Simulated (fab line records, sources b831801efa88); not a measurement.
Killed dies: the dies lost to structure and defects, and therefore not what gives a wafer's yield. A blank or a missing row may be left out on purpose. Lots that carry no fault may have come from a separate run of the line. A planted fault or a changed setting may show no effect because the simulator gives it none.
The tool behind it: which one?	flow gf180mcu	Sampling: 12 lots, 36 wafers, 6 of 602 route steps

## WHAT THE GAUGES READ, wafer by wafer
GF_V2_THK_MEAS_25: measures by xrf.
lot	measured	on	V2_W_THK (nm)
L300	day 21 04:01	film-metro-01	367 375 368
L302	day 21 19:28	film-metro-01	374 375 367
L303	day 22 03:09	film-metro-01	375 370 372
L304	day 22 09:57	film-metro-04	376 369 374
L306	day 23 08:59	film-metro-02	375 370 371
L307	day 23 16:47	film-metro-02	370 360 364
L309	day 24 08:56	film-metro-04	367 371 360
L318	day 27 03:56	film-metro-02	359 359 362
L319	day 27 08:53	film-metro-04	362 360 360
L320	day 27 21:53	film-metro-02	365 368 365
L321	day 28 01:46	film-metro-04	374 374 380
L323	day 28 11:43	film-metro-02	380 378 377

GF_V3_THK_MEAS_03.
lot	measured	on	V3_CVD_02_THK (nm)
L300	day 22 05:25	film-metro-01	842 848 841
L302	day 22 20:14	film-metro-03	848 859 847
L303	day 23 04:36	film-metro-03	829 844 847
L304	day 23 11:03	film-metro-01	848 845 852
L306	day 24 09:32	film-metro-04	846 856 873
L307	day 24 16:57	film-metro-04	840 1389 841
L309	day 25 07:38	film-metro-01	852 853 1427
L318	day 28 02:31	film-metro-01	834 833 855
L319	day 28 07:02	film-metro-01	829 833 848
L320	day 28 19:42	film-metro-04	835 839 838
L321	day 28 23:18	film-metro-01	828 845 855
L323	day 29 09:26	film-metro-04	839 845 862

GF_V3_CD_MEAS_14 targets a cd of 260 nm.
lot	measured	on	cd-nm (nm)
L300	day 23 04:58	cd-sem-02	260.3 259.4 260.2
L302	day 23 19:23	cd-sem-02	260.4 262.2 261.5
L303	day 24 04:01	cd-sem-01	257.5 258.7 259.7
L304	day 24 10:10	cd-sem-01	260.2 260.4 261.0
L306	day 25 08:53	cd-sem-01	258.3 258.8 257.8
L307	day 25 14:55	cd-sem-01	259.1 259.3 258.8
L309	day 26 05:59	cd-sem-01	258.9 260.5 258.6
L318	day 28 22:59	cd-sem-02	259.5 259.5 260.4
L319	day 29 02:40	cd-sem-01	260.5 260.8 259.8
L320	day 29 14:52	cd-sem-02	260.7 259.2 260.3
L321	day 29 18:49	cd-sem-02	259.2 260.4 260.3
L323	day 30 04:59	cd-sem-02	257.7 259.1 257.6

GF_V3_OVL_MEAS_15.
lot	measured	on	V3_OVL (nm)
L300	day 23 05:05	overlay-01	2 7 -1
L302	day 23 19:30	overlay-01	5 -1 4
L303	day 24 04:06	overlay-02	-4 -1 -13
L304	day 24 10:16	overlay-01	0 0 -4
L306	day 25 09:00	overlay-02	-14 -14 -10
L307	day 25 15:02	overlay-01	4 1 1
L309	day 26 06:05	overlay-02	2 -9 -13
L318	day 28 23:06	overlay-01	0 -10 -11
L319	day 29 02:47	overlay-02	1 -10 3
L320	day 29 14:59	overlay-01	-1 -12 -2
L321	day 29 18:55	overlay-02	-4 -7 -2
L323	day 30 05:06	overlay-02	0 -8 -1

## EACH LOT AND THE TOOL THAT RAN IT (in order: tool; ch and the chambers of the sampled wafers; start)
lot	GF_V3_CVD_02	GF_V3_CMP_04
L300	pecvd-03 ch 0,1,2, day 22 05:21	cmp-01 ch 0,1,3, day 22 05:29
L302	pecvd-02 ch 0,1,2, day 22 20:10	cmp-01 ch 0,1,3, day 22 20:20
L303	pecvd-01 ch 0,2, day 23 04:31	cmp-02 ch 0,2,3, day 23 04:47
L304	pecvd-02 ch 0,1, day 23 10:58	cmp-01 ch 2,3, day 23 11:05
L306	pecvd-02 ch 0,1, day 24 09:28	cmp-01 ch 0,1,3, day 24 09:35
L307	pecvd-02 ch 0,1,2, day 24 16:53	cmp-02 ch 0,2,3, day 24 17:04
L309	pecvd-02 ch 0,1,2, day 25 07:33	cmp-02 ch 0,1,3, day 25 07:59
L318	pecvd-02 ch 0,1,2, day 28 02:27	cmp-01 ch 0,1,2, day 28 02:35
L319	pecvd-02 ch 0,1, day 28 06:58	cmp-01 ch 2,3, day 28 07:05
L320	pecvd-02 ch 0,2, day 28 19:38	cmp-02 ch 0,1, day 28 19:49
L321	pecvd-02 ch 0,1,2, day 28 23:13	cmp-02 ch 0,2, day 28 23:24
L323	pecvd-02 ch 0,2, day 29 09:22	cmp-01 ch 0,1,2, day 29 09:29
- GF_V3_CVD_02: deposits SiO2 from TEOS, target thk 850 nm, time 94.851 s.
- GF_V3_CMP_04: polishes SiO2.

## AS READ BY THE TOOLS THEMSELVES (means over the sampled wafers that have a number; for cases with no such wafer, the mark the record gives instead)
GF_V3_CVD_02.
lot	tool	heater-power-w (W)
L300	pecvd-03	637
L302	pecvd-02	599
L303	pecvd-01	655
L304	pecvd-02	655
L306	pecvd-02	625
L307	pecvd-02	586
L309	pecvd-02	585
L318	pecvd-02	617
L319	pecvd-02	659
L320	pecvd-02	599
L321	pecvd-02	631
L323	pecvd-02	556

GF_V3_CMP_04.
lot	tool	motor-current-A (A)	slurry-filter-dp-kPa (kPa)	time-to-endpoint-s (s)
L300	cmp-01	13.1	13.47	79
L302	cmp-01	12.6	13.40	83
L303	cmp-02	12.5	13.63	75
L304	cmp-01	12.7	13.49	80
L306	cmp-01	12.8	13.52	86
L307	cmp-02	12.6	13.54	144
L309	cmp-02	11.5	13.38	159
L318	cmp-01	12.2	13.58	79
L319	cmp-01	13.2	13.46	79
L320	cmp-02	11.2	13.58	71
L321	cmp-02	12.8	13.58	73
L323	cmp-01	12.3	13.49	83

## THE ANSWER, worked out from the rows above alone
Rule: the usual values come from the lots themselves. Put in order of their means at a reading, lots are off if they are a third of the lots or fewer, leave a main group of 4 or more, and stand apart from it by a gap of 3 or more times the standard deviation of the main group's means; of several such gaps the widest counts. If all means in a main group match to the digits the tables above print for the reading, that group is not used. Also off: a lot with no number at a reading for which 4 or more lots have one. Any other lot the step has rows for is counted as sound. The gauges are gone through in route order, then the tools' own readings, and for those a lot's mean is taken as printed above. At the first step where some lot is off, the reading lying furthest off is the one used; lots without a number count as furthest.
Off: L307, L309, at GF_V3_THK_MEAS_03 (V3_CVD_02_THK). Mean 845 nm and standard deviation 6.5 in the main group.
A tool fits if, at a process step before that reading, it ran every lot that is off, and no sound lot after the first of them. Not tried: the gauges at GF_V3_THK_MEAS_03; whatever is off there is also off at GF_V3_CMP_04, on other tools, and gauge error can't account for it. Of those tried, none fits.

## WHAT HAD BEEN PUT IN BY THE SIMULATOR
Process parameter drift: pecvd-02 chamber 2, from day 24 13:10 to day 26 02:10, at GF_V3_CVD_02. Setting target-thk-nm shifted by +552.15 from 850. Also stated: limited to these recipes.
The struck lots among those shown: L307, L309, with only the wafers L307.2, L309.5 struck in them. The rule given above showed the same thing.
